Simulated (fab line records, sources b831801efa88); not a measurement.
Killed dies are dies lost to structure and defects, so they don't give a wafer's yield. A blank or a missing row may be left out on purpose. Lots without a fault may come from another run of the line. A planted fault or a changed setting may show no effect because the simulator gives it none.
A struck lot beside a sound one | flow sky130 | 17 steps out of a route of 708
Sound: wafers L337.2, L337.4, L337.5. Struck: wafers L350.1, L350.2, L350.4. The cause comes at the end.
At each step with rows: each side's tool, then ch and its chambers, then its first start. Under that, the readings that differ: sound wafers | struck wafers | difference of the means | sigmas: that difference in standard deviations of wafers without a fault.
alike: readings whose means differ by less than 2 such deviations, and words and numbers that are the same on both sides. not compared: withheld readings, readings that some wafer has no value for, bounds like >300 that may hide the same value, and numbers for which the record gives no deviation and whose values overlap.
The two part at a step that has a row with sigmas, a row that says differs or no value, or rows on one side only. Numbers that don't overlap but have no deviation are shown without sigmas and don't part them. A reading that every wafer of one side lacks parts them only if that side has two wafers or more.

first, 5 steps without rows for these wafers: SKY_SD_N_COAT_02 (resist thk 1140 nm); SKY_SD_N_SOFTBAKE_03 (time 60 s); SKY_SD_N_EXPOSE_04 (exposes mask NSDM, target cd 380 nm); SKY_SD_N_PEB_05; SKY_SD_N_DEVELOP_06 (develop time 60 s).
SKY_SD_N_CD_MEAS_07: target cd 380 nm.
  sound on cd_sem-02, day 30 22:55; struck on cd_sem-02, day 34 10:29
  alike: cd_nm
SKY_SD_N_OVL_MEAS_08:
  sound on overlay-01, day 30 23:02; struck on overlay-02, day 34 10:37
  alike: SD_N_OVL
then, 2 steps without rows for these wafers: SKY_SD_N_IMPLANT_09; SKY_SD_N_IMPLANT_10.
SKY_SD_N_STRIP_11: strips in O2/N2.
  sound on plasma_asher-03 ch 0,1, day 30 23:22; struck on plasma_asher-03 ch 0,1, day 34 10:56
  alike: drypump_motor_current_A, oes_product_au, strip_time_to_endpoint_s
  not compared: rf_hours_counter_h
SKY_SD_N_TW_MEAS_12:
  sound on film_metro-02, day 30 23:28; struck on film_metro-04, day 34 11:02
  alike: SD_N_TW
then, 1 step without rows for these wafers: SKY_SD_N_CLEAN_13 (cleans in SC1/SC2, time 150 s).
SKY_SD_N_RTA_14: time 2 s.
  sound on rtp_anneal-02 ch 0, day 30 23:35; struck on rtp_anneal-01 ch 0, day 34 11:09
  alike: lamp_power_pct, wafer_temp_C_max
SKY_SD_N_RS_MEAS_16: measures by four-point-probe.
  sound on film_metro-04, day 30 23:46; struck on film_metro-02, day 34 11:19
  reading          | sound             | struck            | difference | sigmas
  SD_N_RS (ohm/sq) | 68.75 68.58 68.49 | 71.19 71.17 70.98 | +2.51      | +18
SKY_SD_N_RS_MEAS_17: measures by four-point-probe.
  sound on film_metro-04, day 30 23:53; struck on film_metro-02, day 34 11:26
  reading          | sound             | struck            | difference | sigmas
  SD_P_RS (ohm/sq) | 147.6 147.0 147.1 | 162.0 162.2 161.8 | +14.8      | +34
SKY_SD_N_RS_MEAS_18: measures by four-point-probe.
  sound on film_metro-04, day 31 00:00; struck on film_metro-02, day 34 11:34
  alike: RES_XHIGH_RS
-- the record jumps here: 16 days lie between the struck wafers' starts before and after (it left off in module SD_N and takes up again in module PAD_OPEN, whose first step shown is number 708 of the route) --
SKY_PAD_OPEN_PROBE_99:
  sound on prober-02, day 47 16:41; struck on prober-01, day 50 02:52
  reading                                            | sound             | struck            | difference | sigmas
  model.etest.res_xhigh_po.line_ohm_um               | 5768 5561 5398    | 6623 6474 6642    | +1004      |
  model.etest.res_xhigh_po.rs_ohm_sq_range           | 136.5 126.5 141.5 | 704.3 713.8 742.1 | +585.2     |
  model.etest.res_xhigh_po.rs_ohm_sq_rim_less_centre | 106.4 105.2 124.1 | 692.3 685.9 715.7 | +586.1     |
  model.etest.res_xhigh_po.rs_ohm_sq                 | 2015 1984 1902    | 2316 2300 2338    | +351       |
  model.etest.pfet_01v8.r_on_ohm_um                  | 2939 2955 2870    | 3066 3033 3097    | +144       |
  model.etest.tip_p.rs_ohm_sq                        | 6908 6908 6923    | 7173 7178 7189    | +267       |
  model.etest.res_pdiff.line_ohm_um                  | 1344 1349 1363    | 1513 1542 1541    | +180       |
  alike: killed_at_M0_to_M3, killed_at_M4_up, killed_at_contacts, killed_at_front_end, killed_at_other, killed_dies, killed_open, killed_short
  not compared: model.etest.tip_p.rs_ohm_sq_rim_less_centre

WHERE THEY PART
First at SKY_SD_N_RS_MEAS_16; last, within this record, at SKY_SD_N_RS_MEAS_17. Later steps at which nothing parts them and some readings are alike: SKY_SD_N_RS_MEAS_18, SKY_PAD_OPEN_PROBE_99.

WHY: what the simulator had put in
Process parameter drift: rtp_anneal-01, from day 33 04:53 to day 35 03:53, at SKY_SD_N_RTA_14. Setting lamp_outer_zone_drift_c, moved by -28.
